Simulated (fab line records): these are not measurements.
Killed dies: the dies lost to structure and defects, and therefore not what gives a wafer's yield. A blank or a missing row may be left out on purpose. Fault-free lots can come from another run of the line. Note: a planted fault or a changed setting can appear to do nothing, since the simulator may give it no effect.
Split-lot trial | flow sfqLine | 5 lots, 23 wafers read, on a route of 325 steps

## THE SPLIT
At SFQ_TRILAYER_M4_LITHO_COAT_093 (resist thk 600 nm), the setting spinRpm was moved away from the recipe's 3000 rpm on 12 of the 23 wafers read, by -5.9% to +5.4%. All remaining wafers had this setting at the recipe value.

## FROM THE SPLIT TO THE READING: what the file shows between them, 3 steps
- SFQ_TRILAYER_M4_LITHO_SOFTBAKE_097
- SFQ_TRILAYER_M4_LITHO_EXPOSE_094: exposes mask M4, target cd 500 nm
- SFQ_TRILAYER_M4_BARC_OPEN_METAL_ETCH_123: etches BARC in O2, target depth 125 nm, time 41.7 s

## THE READING
KrF_of_TRILAYER_M4_LITHO_COAT_093.thkNm (the simulator's own value, which no gauge read), in nm, at SFQ_TRILAYER_M4_ETCH_METAL_ETCH_096 (etches Nb in Cl2/Ar, stops on SiO2, target depth 240 nm, time 120 s). No usual value for it is given in the file. Average 379.0 nm, standard deviation 2.4 nm, over the 11 wafers here run with the recipe.

wafer  | tool, chamber at the split | spinRpm as run, rpm | against the recipe | KrF_of_TRILAYER_M4_LITHO_COAT_093.thkNm, nm | against lot-mates on the recipe
L074.1 | lithoTrack-01, 0           | 3000                | recipe             | 377                                         | -
L074.2 | lithoTrack-01, 0           | 3000                | recipe             | 380                                         | -
L074.5 | lithoTrack-01, 0           | 3000                | recipe             | 375.3                                       | -
L075.2 | lithoTrack-01, 0           | 2824                | -5.9%              | 401                                         | +22.4
L075.3 | lithoTrack-01, 0           | 2824                | -5.9%              | 395.3                                       | +16.7
L075.4 | lithoTrack-01, 0           | 2824                | -5.9%              | 398.6                                       | +20.0
L075.5 | lithoTrack-01, 0           | 3000                | recipe             | 379.4                                       | -
L075.6 | lithoTrack-01, 0           | 3000                | recipe             | 377.9                                       | -
L076.1 | lithoTrack-02, 0           | 2880                | -4.0%              | 393.2                                       | +15.9
L076.2 | lithoTrack-02, 0           | 3000                | recipe             | 375.9                                       | -
L076.3 | lithoTrack-02, 0           | 2880                | -4.0%              | 389.7                                       | +12.4
L076.4 | lithoTrack-02, 0           | 2880                | -4.0%              | 391.6                                       | +14.4
L076.6 | lithoTrack-02, 0           | 3000                | recipe             | 378.6                                       | -
L083.1 | lithoTrack-01, 0           | 3090                | +3.0%              | 369.9                                       | -13.1
L083.2 | lithoTrack-01, 0           | 3000                | recipe             | 382.7                                       | -
L083.4 | lithoTrack-01, 0           | 3090                | +3.0%              | 371.2                                       | -11.8
L083.5 | lithoTrack-01, 0           | 3090                | +3.0%              | 370.4                                       | -12.6
L083.6 | lithoTrack-01, 0           | 3000                | recipe             | 383.3                                       | -
L084.1 | lithoTrack-04, 0           | 3163                | +5.4%              | 362.4                                       | -17.2
L084.2 | lithoTrack-04, 0           | 3163                | +5.4%              | 365.5                                       | -14.1
L084.3 | lithoTrack-04, 0           | 3000                | recipe             | 378.9                                       | -
L084.4 | lithoTrack-04, 0           | 3000                | recipe             | 380.4                                       | -
L084.5 | lithoTrack-04, 0           | 3163                | +5.4%              | 360.8                                       | -18.8

FIT RESULTS
A straight line over all 23 wafers: KrF_of_TRILAYER_M4_LITHO_COAT_093.thkNm changes by -3.1 nm for each +1% of spinRpm; r = -0.98; the points scatter about the line by 2.2 nm.
The same after taking each lot's own level away (the mean of its wafers on the recipe; 23 wafers): -3.38 nm for each +1%; r = -0.99; scatter 1.9 nm.
On that fit, the largest move of spinRpm shifts the reading by 20 nm.
From 377.25 to 383.00 nm: that is the span of the lots' own levels, equal to 2.4 times the standard deviation above.
Hence the lot-to-lot level has little effect on the slope; both slopes agree.
Check: with one of the wafers moved furthest among these (-5.9%) left out of the fit, the line predicts +19.3 nm for it against its lot-mates. Against them it came out at +22.4 nm.

## THE WHOLE CHAIN: every reading that the file lists as answering this split, in the file's order
step                                | what it does                                                        | reading                                                                                  | change (the file's fit)              | r (the file's)
SFQ_TRILAYER_M4_LITHO_COAT_093      | resist thk 600 nm                                                   | KrF_of_TRILAYER_M4_LITHO_COAT_093.thkNm (the simulator's own value, which no gauge read) | -3.06 nm for each +1% of the setting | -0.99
SFQ_TRILAYER_M4_ETCH_METAL_ETCH_096 | etches Nb in Cl2/Ar, stops on SiO2, target depth 240 nm, time 120 s | KrF_of_TRILAYER_M4_LITHO_COAT_093.thkNm (the simulator's own value, which no gauge read) | -3.38 nm for each +1% of the setting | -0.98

## FILE'S OWN FIT
KrF_of_TRILAYER_M4_LITHO_COAT_093.thkNm changes by -3.38 nm for each +1% of spinRpm, r = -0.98.
